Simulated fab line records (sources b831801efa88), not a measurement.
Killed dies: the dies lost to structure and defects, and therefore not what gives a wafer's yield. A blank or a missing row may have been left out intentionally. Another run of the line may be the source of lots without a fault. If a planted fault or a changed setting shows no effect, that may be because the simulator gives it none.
The tool behind it: which one? || flow sky130 || 39 wafers from 13 lots sampled at 4 of the route's 708 steps

## WHAT THE GAUGES SHOWED, per wafer
The record holds no reading of a measuring or inspecting step that can be judged against a usual standard deviation.

## EACH LOT AND THE TOOL THAT RAN IT (in order: tool; ch and the chambers of the sampled wafers; start)
{"lot": "L970", "SKY_FIELD_ISO_ETCH_17": "rie si-01 ch 0,3, day 2 05:01", "SKY_METAL1_SPUTTER_04": "pvd sputter-03, day 31 17:04", "SKY_VIA1_CMP_02": "cmp-01 ch 1,3, day 32 20:51", "SKY_VIA2_CMP_02": "cmp-02 ch 0,2, day 35 04:22"}
{"lot": "L971", "SKY_FIELD_ISO_ETCH_17": "rie si-01 ch 0,2,3, day 2 11:52", "SKY_METAL1_SPUTTER_04": "pvd sputter-01, day 32 03:05", "SKY_VIA1_CMP_02": "cmp-02 ch 0,1,3, day 33 06:51", "SKY_VIA2_CMP_02": "cmp-01 ch 0,1,2, day 35 13:22"}
{"lot": "L972", "SKY_FIELD_ISO_ETCH_17": "rie si-02 ch 0,2,3, day 2 17:57", "SKY_METAL1_SPUTTER_04": "pvd sputter-01, day 32 12:22", "SKY_VIA1_CMP_02": "cmp-01 ch 0,2,3, day 33 16:15", "SKY_VIA2_CMP_02": "cmp-02 ch 0,1,3, day 35 23:06"}
{"lot": "L973", "SKY_FIELD_ISO_ETCH_17": "rie si-01 ch 0,1,2, day 2 21:54", "SKY_METAL1_SPUTTER_04": "pvd sputter-04, day 32 22:27", "SKY_VIA1_CMP_02": "cmp-01 ch 0,3, day 34 01:14", "SKY_VIA2_CMP_02": "cmp-02 ch 0,1,2, day 36 08:05"}
{"lot": "L975", "SKY_FIELD_ISO_ETCH_17": "rie si-02 ch 2,3, day 3 06:13", "SKY_METAL1_SPUTTER_04": "pvd sputter-01, day 32 22:30", "SKY_VIA1_CMP_02": "cmp-02 ch 2,3, day 34 01:40", "SKY_VIA2_CMP_02": "cmp-01 ch 0,1,2, day 36 08:47"}
{"lot": "L976", "SKY_FIELD_ISO_ETCH_17": "rie si-01 ch 0,2,3, day 3 14:19", "SKY_METAL1_SPUTTER_04": "pvd sputter-01, day 33 20:15", "SKY_VIA1_CMP_02": "cmp-01 ch 1,2,3, day 34 23:52", "SKY_VIA2_CMP_02": "cmp-01 ch 1,2,3, day 37 07:01"}
{"lot": "L977", "SKY_FIELD_ISO_ETCH_17": "rie si-02 ch 0,3, day 3 17:49", "SKY_METAL1_SPUTTER_04": "pvd sputter-01, day 33 17:29", "SKY_VIA1_CMP_02": "cmp-02 ch 2,3, day 34 21:31", "SKY_VIA2_CMP_02": "cmp-01 ch 0,2,3, day 37 04:31"}
{"lot": "L979", "SKY_FIELD_ISO_ETCH_17": "rie si-01 ch 0,2,3, day 4 03:58", "SKY_METAL1_SPUTTER_04": "pvd sputter-04, day 34 11:26", "SKY_VIA1_CMP_02": "cmp-02 ch 0,1,3, day 35 15:09", "SKY_VIA2_CMP_02": "cmp-02 ch 1,2,3, day 37 22:05"}
{"lot": "L980", "SKY_FIELD_ISO_ETCH_17": "rie si-01 ch 0,3, day 4 10:10", "SKY_METAL1_SPUTTER_04": "pvd sputter-03, day 34 21:37", "SKY_VIA1_CMP_02": "cmp-02 ch 0,1,3, day 36 00:46", "SKY_VIA2_CMP_02": "cmp-02 ch 0,1,3, day 38 07:16"}
{"lot": "L987", "SKY_FIELD_ISO_ETCH_17": "rie si-02 ch 1,2, day 5 22:00", "SKY_METAL1_SPUTTER_04": "pvd sputter-04, day 37 05:10", "SKY_VIA1_CMP_02": "cmp-01 ch 0,2,3, day 38 07:00", "SKY_VIA2_CMP_02": "cmp-02 ch 0,2,3, day 40 13:01"}
{"lot": "L988", "SKY_FIELD_ISO_ETCH_17": "rie si-01 ch 1,3, day 6 00:52", "SKY_METAL1_SPUTTER_04": "pvd sputter-03, day 37 10:17", "SKY_VIA1_CMP_02": "cmp-02 ch 0,3, day 38 13:41", "SKY_VIA2_CMP_02": "cmp-02 ch 0,1,3, day 40 18:39"}
{"lot": "L989", "SKY_FIELD_ISO_ETCH_17": "rie si-02 ch 0,1,3, day 6 08:48", "SKY_METAL1_SPUTTER_04": "pvd sputter-03, day 37 18:10", "SKY_VIA1_CMP_02": "cmp-02 ch 0,2,3, day 38 20:59", "SKY_VIA2_CMP_02": "cmp-02 ch 0,1, day 41 02:17"}
{"lot": "L992", "SKY_FIELD_ISO_ETCH_17": "rie si-01 ch 0,1,3, day 6 23:45", "SKY_METAL1_SPUTTER_04": "pvd sputter-03, day 38 12:03", "SKY_VIA1_CMP_02": "cmp-01 ch 0,1,3, day 39 14:47", "SKY_VIA2_CMP_02": "cmp-02 ch 0,1,2, day 41 18:34"}
- SKY_FIELD_ISO_ETCH_17: etches Si in HBr/Cl2/O2, target depth 342 nm, time 97.7 s.
- SKY_METAL1_SPUTTER_04: material TiN, target thk 70 nm, time 58.3 s.
- SKY_VIA1_CMP_02: polishes SiO2.
- SKY_VIA2_CMP_02: polishes SiO2.

## AS READ BY THE TOOLS THEMSELVES (means over the sampled wafers that have a number; for cases with no such wafer, the mark the record gives instead)
SKY_FIELD_ISO_ETCH_17. Usual: chamber pressure mTorr 15.000 mTorr, standard deviation 0.013; drypump motor current A 5.5 A, standard deviation 0.54; he backside leak sccm 2.85 sccm, standard deviation 0.27; oes product au 1.006 a.u., standard deviation 0.0071; throttle valve pct 25.653 %, standard deviation 0.0091.
{"lot": "L970", "tool": "rie si-01", "chamber pressure mTorr (mTorr)": 14.999, "drypump motor current A (A)": 5.2, "he backside leak sccm (sccm)": 3.04, "oes product au (a.u.)": 1.005, "throttle valve pct (%)": 25.655, "flag": ""}
{"lot": "L971", "tool": "rie si-01", "chamber pressure mTorr (mTorr)": 14.980, "drypump motor current A (A)": 5.2, "he backside leak sccm (sccm)": 2.90, "oes product au (a.u.)": 1.006, "throttle valve pct (%)": 25.656, "flag": ""}
{"lot": "L972", "tool": "rie si-02", "chamber pressure mTorr (mTorr)": 15.008, "drypump motor current A (A)": 6.2, "he backside leak sccm (sccm)": 2.69, "oes product au (a.u.)": 1.010, "throttle valve pct (%)": 25.650, "flag": ""}
{"lot": "L973", "tool": "rie si-01", "chamber pressure mTorr (mTorr)": 15.009, "drypump motor current A (A)": 5.0, "he backside leak sccm (sccm)": 3.45, "oes product au (a.u.)": 0.998, "throttle valve pct (%)": 25.664, "flag": ""}
{"lot": "L975", "tool": "rie si-02", "chamber pressure mTorr (mTorr)": 14.993, "drypump motor current A (A)": 6.1, "he backside leak sccm (sccm)": 2.83, "oes product au (a.u.)": 1.015, "throttle valve pct (%)": 25.644, "flag": ""}
{"lot": "L976", "tool": "rie si-01", "chamber pressure mTorr (mTorr)": 15.001, "drypump motor current A (A)": 5.2, "he backside leak sccm (sccm)": 2.99, "oes product au (a.u.)": 1.003, "throttle valve pct (%)": 25.653, "flag": ""}
{"lot": "L977", "tool": "rie si-02", "chamber pressure mTorr (mTorr)": 15.004, "drypump motor current A (A)": 6.3, "he backside leak sccm (sccm)": 2.77, "oes product au (a.u.)": 0.996, "throttle valve pct (%)": 25.656, "flag": ""}
{"lot": "L979", "tool": "rie si-01", "chamber pressure mTorr (mTorr)": 14.989, "drypump motor current A (A)": 5.2, "he backside leak sccm (sccm)": 2.92, "oes product au (a.u.)": 1.007, "throttle valve pct (%)": 25.651, "flag": ""}
{"lot": "L980", "tool": "rie si-01", "chamber pressure mTorr (mTorr)": 15.001, "drypump motor current A (A)": 5.2, "he backside leak sccm (sccm)": 3.11, "oes product au (a.u.)": 1.007, "throttle valve pct (%)": 25.653, "flag": ""}
{"lot": "L987", "tool": "rie si-02", "chamber pressure mTorr (mTorr)": 14.993, "drypump motor current A (A)": 6.2, "he backside leak sccm (sccm)": 2.79, "oes product au (a.u.)": 0.832, "throttle valve pct (%)": 25.775, "flag": "OFF"}
{"lot": "L988", "tool": "rie si-01", "chamber pressure mTorr (mTorr)": 14.999, "drypump motor current A (A)": 5.1, "he backside leak sccm (sccm)": 2.91, "oes product au (a.u.)": 1.001, "throttle valve pct (%)": 25.656, "flag": ""}
{"lot": "L989", "tool": "rie si-02", "chamber pressure mTorr (mTorr)": 14.990, "drypump motor current A (A)": 6.2, "he backside leak sccm (sccm)": 2.72, "oes product au (a.u.)": 0.823, "throttle valve pct (%)": 25.781, "flag": "OFF"}
{"lot": "L992", "tool": "rie si-01", "chamber pressure mTorr (mTorr)": 15.001, "drypump motor current A (A)": 5.1, "he backside leak sccm (sccm)": 2.88, "oes product au (a.u.)": 1.005, "throttle valve pct (%)": 25.649, "flag": ""}

SKY_METAL1_SPUTTER_04. Usual: 30.0 % for throttle valve pct, sd 0.93.
{"lot": "L970", "tool": "pvd sputter-03", "throttle valve pct (%)": 29.9, "flag": ""}
{"lot": "L971", "tool": "pvd sputter-01", "throttle valve pct (%)": 29.5, "flag": ""}
{"lot": "L972", "tool": "pvd sputter-01", "throttle valve pct (%)": 29.5, "flag": ""}
{"lot": "L973", "tool": "pvd sputter-04", "throttle valve pct (%)": 30.8, "flag": ""}
{"lot": "L975", "tool": "pvd sputter-01", "throttle valve pct (%)": 30.2, "flag": ""}
{"lot": "L976", "tool": "pvd sputter-01", "throttle valve pct (%)": 29.7, "flag": ""}
{"lot": "L977", "tool": "pvd sputter-01", "throttle valve pct (%)": 30.3, "flag": ""}
{"lot": "L979", "tool": "pvd sputter-04", "throttle valve pct (%)": 30.9, "flag": ""}
{"lot": "L980", "tool": "pvd sputter-03", "throttle valve pct (%)": 30.3, "flag": ""}
{"lot": "L987", "tool": "pvd sputter-04", "throttle valve pct (%)": 29.9, "flag": ""}
{"lot": "L988", "tool": "pvd sputter-03", "throttle valve pct (%)": 30.4, "flag": ""}
{"lot": "L989", "tool": "pvd sputter-03", "throttle valve pct (%)": 29.9, "flag": ""}
{"lot": "L992", "tool": "pvd sputter-03", "throttle valve pct (%)": 30.2, "flag": ""}

SKY_VIA1_CMP_02. Usual: motor current A 11.6 A, standard deviation 0.77; platen rpm 60.00 rpm, standard deviation 0.04.
{"lot": "L970", "tool": "cmp-01", "motor current A (A)": 11.5, "platen rpm (rpm)": 59.94, "flag": ""}
{"lot": "L971", "tool": "cmp-02", "motor current A (A)": 11.2, "platen rpm (rpm)": 59.94, "flag": ""}
{"lot": "L972", "tool": "cmp-01", "motor current A (A)": 11.9, "platen rpm (rpm)": 59.97, "flag": ""}
{"lot": "L973", "tool": "cmp-01", "motor current A (A)": 11.4, "platen rpm (rpm)": 60.04, "flag": ""}
{"lot": "L975", "tool": "cmp-02", "motor current A (A)": 11.4, "platen rpm (rpm)": 60.00, "flag": ""}
{"lot": "L976", "tool": "cmp-01", "motor current A (A)": 12.3, "platen rpm (rpm)": 60.00, "flag": ""}
{"lot": "L977", "tool": "cmp-02", "motor current A (A)": 11.5, "platen rpm (rpm)": 60.00, "flag": ""}
{"lot": "L979", "tool": "cmp-02", "motor current A (A)": 11.5, "platen rpm (rpm)": 60.00, "flag": ""}
{"lot": "L980", "tool": "cmp-02", "motor current A (A)": 10.9, "platen rpm (rpm)": 60.02, "flag": ""}
{"lot": "L987", "tool": "cmp-01", "motor current A (A)": 11.9, "platen rpm (rpm)": 59.98, "flag": ""}
{"lot": "L988", "tool": "cmp-02", "motor current A (A)": 11.4, "platen rpm (rpm)": 60.01, "flag": ""}
{"lot": "L989", "tool": "cmp-02", "motor current A (A)": 10.9, "platen rpm (rpm)": 59.99, "flag": ""}
{"lot": "L992", "tool": "cmp-01", "motor current A (A)": 11.0, "platen rpm (rpm)": 60.01, "flag": ""}

SKY_VIA2_CMP_02. Usual: motor current A 11.6 A, standard deviation 0.77; platen rpm 60.00 rpm, standard deviation 0.045.
{"lot": "L970", "tool": "cmp-02", "motor current A (A)": 11.4, "platen rpm (rpm)": 60.01, "flag": ""}
{"lot": "L971", "tool": "cmp-01", "motor current A (A)": 12.0, "platen rpm (rpm)": 60.01, "flag": ""}
{"lot": "L972", "tool": "cmp-02", "motor current A (A)": 11.1, "platen rpm (rpm)": 60.03, "flag": ""}
{"lot": "L973", "tool": "cmp-02", "motor current A (A)": 11.7, "platen rpm (rpm)": 59.97, "flag": ""}
{"lot": "L975", "tool": "cmp-01", "motor current A (A)": 11.7, "platen rpm (rpm)": 60.01, "flag": ""}
{"lot": "L976", "tool": "cmp-01", "motor current A (A)": 12.0, "platen rpm (rpm)": 59.98, "flag": ""}
{"lot": "L977", "tool": "cmp-01", "motor current A (A)": 11.7, "platen rpm (rpm)": 59.92, "flag": ""}
{"lot": "L979", "tool": "cmp-02", "motor current A (A)": 12.0, "platen rpm (rpm)": 60.01, "flag": ""}
{"lot": "L980", "tool": "cmp-02", "motor current A (A)": 11.3, "platen rpm (rpm)": 60.01, "flag": ""}
{"lot": "L987", "tool": "cmp-02", "motor current A (A)": 11.3, "platen rpm (rpm)": 59.98, "flag": ""}
{"lot": "L988", "tool": "cmp-02", "motor current A (A)": 11.3, "platen rpm (rpm)": 60.00, "flag": ""}
{"lot": "L989", "tool": "cmp-02", "motor current A (A)": 11.4, "platen rpm (rpm)": 60.00, "flag": ""}
{"lot": "L992", "tool": "cmp-02", "motor current A (A)": 11.9, "platen rpm (rpm)": 59.94, "flag": ""}

## THE ANSWER, worked out from the rows above alone
Rule: a lot counts as off when the mean over its wafers that have a number is more than 3 standard deviations away from the usual mean. A lot without any number at a reading at which 4 lots or more have one is off too. Where the step has rows for the other lots, those lots are counted as sound. First the gauges in route order, then the tools' own readings, where a lot's mean is used as printed above. The first step at which some lot is off is used, and at that step the reading that is off furthest; a lot without a number counts as furthest.
Off: L987, L989, at SKY_FIELD_ISO_ETCH_17 (oes product au).
A tool fits if, at that step or a process step before it, it ran every lot that is off, and no sound lot after the first of them. One fits: rie si-02 at SKY_FIELD_ISO_ETCH_17. A fault onset in the window from L977 (day 3 17:49, its last sound lot) to L987 (day 5 22:00, its first lot off) fits.
The tool's own readings at SKY_FIELD_ISO_ETCH_17 bear it out: on the lots that are off they differ by more than 5 times the standard deviation of the sound lots' means. oes product au reads 0.827 a.u. there against 1.005 a.u. on the sound lots; throttle valve pct reads 25.778 % there against 25.653 % on the sound lots.

## WHAT THE SIMULATOR HAD PUT IN
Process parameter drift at SKY_FIELD_ISO_ETCH_17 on rie si-02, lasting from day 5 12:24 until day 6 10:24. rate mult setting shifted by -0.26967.
Struck lots among those shown: L987, L989. This agrees with what the rule above found.
